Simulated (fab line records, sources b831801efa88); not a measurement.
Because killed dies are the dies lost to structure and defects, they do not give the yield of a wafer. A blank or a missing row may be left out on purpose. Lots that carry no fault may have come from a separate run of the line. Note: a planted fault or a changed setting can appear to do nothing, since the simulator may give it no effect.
A lot that was struck, set against a sound lot | flow sky130 | 32 out of 708 route steps
Sound: wafers L481.2, L481.4, L481.5. Struck: wafer L487.6; the same lot's L487.2 was not struck, so it is left out; see the end for the cause.
At each step with rows: each side's tool, then ch and its chambers, then its first start. Under that, the readings that differ: sound wafers | struck wafers | difference of the means | sigmas: that difference in standard deviations of wafers without a fault.
alike: a reading whose means differ by less than 2 such deviations, as well as words and numbers matching on both sides. not compared: withheld readings; readings where some wafer has no value; bounds like >300 that might hide an equal value; numbers whose values overlap and for which the record gives no deviation.
The two part at a step that has a row with sigmas, a row that says differs or no value, or rows on one side only. When numbers do not overlap yet have no deviation, they are printed without sigmas and do not part them. Lack of a reading on every wafer of one side parts them only where that side has two or more wafers.

first, 5 steps without rows for these wafers: SKY_CONTACT_STRIP_20 (strips in post etch residue remover, time 1200 s); SKY_CONTACT_CLEAN_21 (cleans in IPA, time 180 s); SKY_CONTACT_CLEAN_22 (cleans in O3/DIW); SKY_CONTACT_SPUTTER_23 (material TiN, target thk 20 nm, time 80 s); SKY_CONTACT_CVD_24 (deposits W, target thk 340 nm, time 102.12 s).
SKY_CONTACT_RS_MEAS_25: a four-point-probe measurement.
  sound on film metro-01 at day 32 01:21; struck on film metro-01 at day 34 05:17
  alike: CONTACT_W_RS
SKY_CONTACT_THK_MEAS_26: measures by xrf.
  sound on film metro-01 at day 32 01:28; struck on film metro-01 at day 34 05:24
  alike: CONTACT_W_THK
SKY_CONTACT_CMP_27: polishes, stops on SiO2, t overpolish 15 s, target thk 0 nm.
  sound on cmp-01 ch 2,3, day 32 01:34; struck on cmp-01 ch 3, day 34 05:30
  reading                | sound          | struck | difference | sigmas
  motor current A (A)    | 9.1 12.5 9.1   | 13.0   | +2.8       | +2
  time to endpoint s (s) | 80.2 76.1 78.2 | 87.4   | +9.2       | +4
  alike: overpolish run s
SKY_METAL1_SPUTTER_00: material Ti, target thk 15 nm, time 10 s.
  sound on pvd sputter-04 at day 32 01:49; struck on pvd sputter-04 at day 34 05:45
  alike: throttle valve pct
SKY_METAL1_SPUTTER_01: material TiN, target thk 20 nm, time 16.7 s.
  sound on pvd sputter-04 at day 32 01:50; struck on pvd sputter-04 at day 34 05:46
  alike: throttle valve pct
then, 2 steps without rows for these wafers: SKY_METAL1_SPUTTER_02 (material AlCu, target thk 250 nm, time 13.3 s); SKY_METAL1_SPUTTER_03 (material Ti, target thk 5 nm, time 3.3 s).
SKY_METAL1_SPUTTER_04: material TiN, target thk 70 nm, time 58.3 s.
  sound on pvd sputter-04 at day 32 01:54; struck on pvd sputter-04 at day 34 05:50
  reading                                    | sound            | struck | difference | sigmas
  model.TiN_of_METAL1_SPUTTER_04.thk nm (nm) | 70.38 70.05 69.7 | 98.28  | +28.24     |
  alike: throttle valve pct
SKY_METAL1_RS_MEAS_05: a four-point-probe measurement.
  sound on film metro-01 at day 32 01:58; struck on film metro-04 at day 34 05:55
  alike: METAL1_ALCU_RS
SKY_METAL1_THK_MEAS_06: measures by xrf.
  sound on film metro-01 at day 32 02:05; struck on film metro-04 at day 34 06:01
  reading              | sound             | struck | difference | sigmas
  METAL1_ALCU_THK (nm) | 247.4 246.4 250.2 | 234.3  | -13.7      | -5
then, 8 steps without rows for these wafers: SKY_METAL1_DEHYDRATE_07 (time 60 s); SKY_METAL1_HMDS_08 (prime time 60 s); SKY_METAL1_COAT_09 (resist thk 60 nm); SKY_METAL1_COAT_10 (resist thk 450 nm); SKY_METAL1_SOFTBAKE_11 (time 90 s); SKY_METAL1_EXPOSE_12 (exposes mask MM1, target cd 140 nm); SKY_METAL1_PEB_13; SKY_METAL1_DEVELOP_14 (develop time 60 s).
SKY_METAL1_CD_MEAS_15 targets a cd of 140 nm.
  sound on cd sem-01 at day 33 04:47; struck on cd sem-02 at day 35 09:07
  alike: cd nm
SKY_METAL1_OVL_MEAS_16:
  sound on overlay-01 at day 33 04:53; struck on overlay-01 at day 35 09:13
  alike: METAL1_OVL
then, 1 step without rows for these wafers: SKY_METAL1_DESCUM_17 (chemistry O2, time 8 s).
SKY_METAL1_ETCH_18: etches BARC in N2/H2, stops on SiO2, time 45.9 s, target depth 60 nm.
  sound on rie metal-04 ch 0,1, day 33 04:57; struck on rie metal-01 ch 1, day 35 09:17
  alike: drypump motor current A, h2 flow sccm, oes product au, throttle valve pct
  not compared: rf hours counter h
SKY_METAL1_METAL_ETCH_19: etches the open film in Cl2/BCl3, stops on SiO2, target depth 360 nm, time 78 s.
  sound on rie metal-04 ch 0,1, day 33 05:01; struck on rie metal-01 ch 1, day 35 09:20
  reading             | sound             | struck | difference | sigmas
  mfc cl2 sccm (sccm) | 60.31 59.91 60.07 | 59.74  | -0.36      | -2
  alike: drypump motor current A, oes product au, throttle valve pct
  not compared: rf hours counter h
then, 1 step without rows for these wafers: SKY_METAL1_STRIP_20 (strips in O2/N2).
SKY_METAL1_STRIP_21: strips in post etch residue remover, time 1200 s.
  sound on wet bench-01 ch 3, day 33 05:12; struck on wet bench-02 ch 2, day 35 09:32
  reading                                    | sound             | struck | difference | sigmas
  model.TiN_of_METAL1_SPUTTER_04.thk nm (nm) | 69.96 69.62 69.27 | 97.86  | +28.24     |
then, 1 step without rows for these wafers: SKY_METAL1_CLEAN_22 (cleans in IPA, time 180 s).
-- the record jumps here: 13 days lie between the struck wafers' starts before and after (it left off in module METAL1 and takes up again in module PAD_OPEN, whose first step shown is number 708 of the route) --
SKY_PAD_OPEN_PROBE_99:
  sound on prober-02 at day 46 01:53; struck on prober-02 at day 48 02:11
  reading                       | sound             | struck | difference | sigmas
  defect limited yield (%)      | 81.9 82.1 83.3    | 77.2   | -5.2       | -3
  killed at front end           | 10 21 13          | 25     | +10        | +3
  killed dies                   | 89 88 82          | 112    | +26        | +3
  killed short                  | 45 36 31          | 50     | +13        | +2
  sort_bin_5_function (%)       | 10.4 10.6 7.9     | 15.2   | +5.6       | +4
  sort n pass                   | 403 404 410       | 380    | -26        | -3
  sort yield pct (%)            | 81.9 82.1 83.3    | 77.2   | -5.2       | -3
  model.etest.via1 chain.rc ohm | 16.69 17.71 15.61 | 17.85  | +1.18      |
  alike: killed_at_M0_to_M3, killed_at_M4_up, killed at contacts, killed at other, killed open, sort_bin_3_pad_short, sort_bin_6_memory

## WHERE THEY PART
First at SKY_CONTACT_CMP_27; last, within this record, at SKY_PAD_OPEN_PROBE_99.

WHY: the cause the simulator had injected
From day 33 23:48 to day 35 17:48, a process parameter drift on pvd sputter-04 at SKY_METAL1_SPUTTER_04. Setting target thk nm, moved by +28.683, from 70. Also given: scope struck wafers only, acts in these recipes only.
